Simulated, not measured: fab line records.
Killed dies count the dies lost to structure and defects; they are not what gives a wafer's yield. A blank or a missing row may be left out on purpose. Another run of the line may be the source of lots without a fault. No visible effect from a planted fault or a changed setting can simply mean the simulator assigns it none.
The tool behind it: which one? :: flow gf180mcu :: at 1 step of a route of 602, 7 lots with 21 wafers sampled

== WHAT THE GAUGES READ, wafer by wafer ==
GF_PSD_RS_MEAS_15: the measuring method here is four-point-probe.
lot: L723
measured: day 14 13:50
on: film-metro-01
PSD_RS (ohm/sq): 108.58 108.19 108.35

lot: L727
measured: day 17 00:46
on: film-metro-04
PSD_RS (ohm/sq): 108.47 108.16 108.38

lot: L731
measured: day 18 07:19
on: film-metro-04
PSD_RS (ohm/sq): 108.22 108.27 108.61

lot: L737
measured: day 20 04:32
on: film-metro-02
PSD_RS (ohm/sq): 108.71 108.43 108.65

lot: L740
measured: day 21 00:50
on: film-metro-04
PSD_RS (ohm/sq): 108.29 108.76 108.42

lot: L742
measured: day 21 13:25
on: film-metro-04
PSD_RS (ohm/sq): 108.63 108.79 108.53

lot: L744
measured: day 22 06:32
on: film-metro-02
PSD_RS (ohm/sq): 108.77 108.73 108.82

== WHAT TOOL EACH LOT RAN ON (gives the tool, then ch and the chambers of the sampled wafers, and finally the start) ==
The record shows no process step preceding these readings.

== THE ANSWER, worked out from the rows above alone ==
Rule: the lots themselves supply what counts as usual. Put in order of their means at a reading, lots are off if they are a third of the lots or fewer, leave a main group of 4 or more, and stand apart from it by a gap of 3 or more times the standard deviation of the main group's means; of several such gaps the widest counts. A main group whose means are all the same, to the digits that the tables above print for the reading, isn't used. A lot without any number at a reading at which 4 lots or more have one is off too. Where the step has rows for the other lots, those lots are counted as sound.
No lot is off on any of the readings shown, so nothing can be concluded from this.

== WHAT THE SIMULATOR HAD INSERTED ==
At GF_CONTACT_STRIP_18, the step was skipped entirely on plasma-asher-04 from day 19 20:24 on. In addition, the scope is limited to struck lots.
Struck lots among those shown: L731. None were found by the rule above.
